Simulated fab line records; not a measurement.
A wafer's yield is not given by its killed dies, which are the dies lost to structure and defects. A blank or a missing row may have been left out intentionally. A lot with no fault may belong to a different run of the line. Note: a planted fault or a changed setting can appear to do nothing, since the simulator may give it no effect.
A struck lot beside a sound one | flow sky130 | 16 out of 708 route steps
Sound: the wafers L613.1, L613.5, L613.6. Wafers struck: L614.1, L614.2, L614.6. At the end, the cause is stated.
For every step that has rows: the tool of each side, followed by ch and its chambers, followed by its first start. Under that, the readings that differ: sound wafers | struck wafers | difference of the means | sigmas: that difference in standard deviations of wafers without a fault.
alike: readings with means less than 2 such deviations apart, plus words and numbers identical on both sides. not compared: withheld readings, readings lacking a value on some wafer, bounds such as >300 that could conceal the same value, and numbers that have no deviation in the record and whose values overlap.
A row with sigmas, a row that says differs or no value, or rows on one side alone: a step with any of these is where the two part. When numbers do not overlap yet have no deviation, they are printed without sigmas and do not part them. A reading that every wafer of one side lacks parts them only if that side has two wafers or more.

SKY_LDD_HVN_OVL_MEAS_07:
  sound: overlay-02 at day 25 00:20; struck: overlay-02 at day 25 07:53
  alike: LDD_HVN_OVL
following that, these wafers have no rows for 1 step: SKY_LDD_HVN_IMPLANT_08.
SKY_LDD_HVN_STRIP_09: strips in O2/N2.
  sound on plasmaAsher-01 ch 0,1, day 25 00:32; struck on plasmaAsher-01 ch 0,1, day 25 08:04
  alike: drypumpMotorCurrentA, oesProductAu, stripTimeToEndpointS
  not compared: rfHoursCounterH
SKY_LDD_HVN_TW_MEAS_10:
  sound: filmMetro-02 at day 25 00:38; struck: filmMetro-04 at day 25 08:10
reading    | sound          | struck         | difference | sigmas
LDD_HVN_TW | 1424 1426 1418 | 1445 1456 1445 | +26        | +2
then, 7 steps without rows for these wafers: SKY_LDD_HVP_DEHYDRATE_00 (time 60 s); SKY_LDD_HVP_HMDS_01 (prime time 60 s); SKY_LDD_HVP_COAT_02 (resist thk 300 nm); SKY_LDD_HVP_SOFTBAKE_03 (time 60 s); SKY_LDD_HVP_EXPOSE_04 (exposes mask HVPTM, target cd 700 nm); SKY_LDD_HVP_PEB_05; SKY_LDD_HVP_DEVELOP_06 (develop time 60 s).
SKY_LDD_HVP_OVL_MEAS_07:
  sound: overlay-02 at day 26 05:41; struck: overlay-01 at day 26 13:07
  alike: LDD_HVP_OVL
SKY_LDD_HVP_IMPLANT_08:
  sound on implanter-04 ch 0, day 26 05:43; struck on implanter-01 ch 0, day 26 13:09
reading                  | sound                | struck               | difference | sigmas
beamEnergyKeV            | 20.004 19.999 19.999 | 24.951 24.956 24.955 | +4.953     | +99 or more
model.implant.rpNm (nm)  | 63.71 63.71 63.71    | 77.37 77.37 77.37    | +13.66     | 
model.implant.drpNm (nm) | 28.53 28.53 28.53    | 35.84 35.84 35.84    | +7.31      | 
SKY_LDD_HVP_STRIP_09: strips in O2/N2.
  sound on plasmaAsher-02 ch 0,1, day 26 05:52; struck on plasmaAsher-03 ch 0,1, day 26 13:18
  alike: drypumpMotorCurrentA, oesProductAu, stripTimeToEndpointS
  not compared: rfHoursCounterH
SKY_LDD_HVP_TW_MEAS_10:
  sound: filmMetro-01 at day 26 05:58; struck: filmMetro-04 at day 26 13:38
reading    | sound       | struck      | difference | sigmas
LDD_HVP_TW | 461 463 464 | 479 481 483 | +18        | +5
  not compared: hold
-- here the record skips 23 days between the struck wafers' starts before and after, leaving off in module LDD_HVP and picking up in module PAD_OPEN (first step shown: number 708 of the route) --
SKY_PAD_OPEN_PROBE_99:
  sound: prober-02 at day 48 23:44; struck: prober-01 at day 49 02:04
reading                      | sound          | struck         | difference | sigmas
killedAtFrontEnd             | 25 17 29       | 16 12 11       | -11        | -2
model.etest.tip_p_5v.rsOhmSq | 2819 2836 2822 | 2761 2785 2761 | -57        | 
  alike: killed_at_M0_to_M3, killed_at_M4_up, killedAtContacts, killedAtOther, killedDies, killedOpen, killedShort
  not compared: model.etest.pfetG5v0d10v5.offLog10AUm, model.etest.pfetG5v0d10v5.vtSatV

WHERE THEY PART
First at SKY_LDD_HVN_TW_MEAS_10; last, within this record, at SKY_PAD_OPEN_PROBE_99.

WHY: what the simulator had put in
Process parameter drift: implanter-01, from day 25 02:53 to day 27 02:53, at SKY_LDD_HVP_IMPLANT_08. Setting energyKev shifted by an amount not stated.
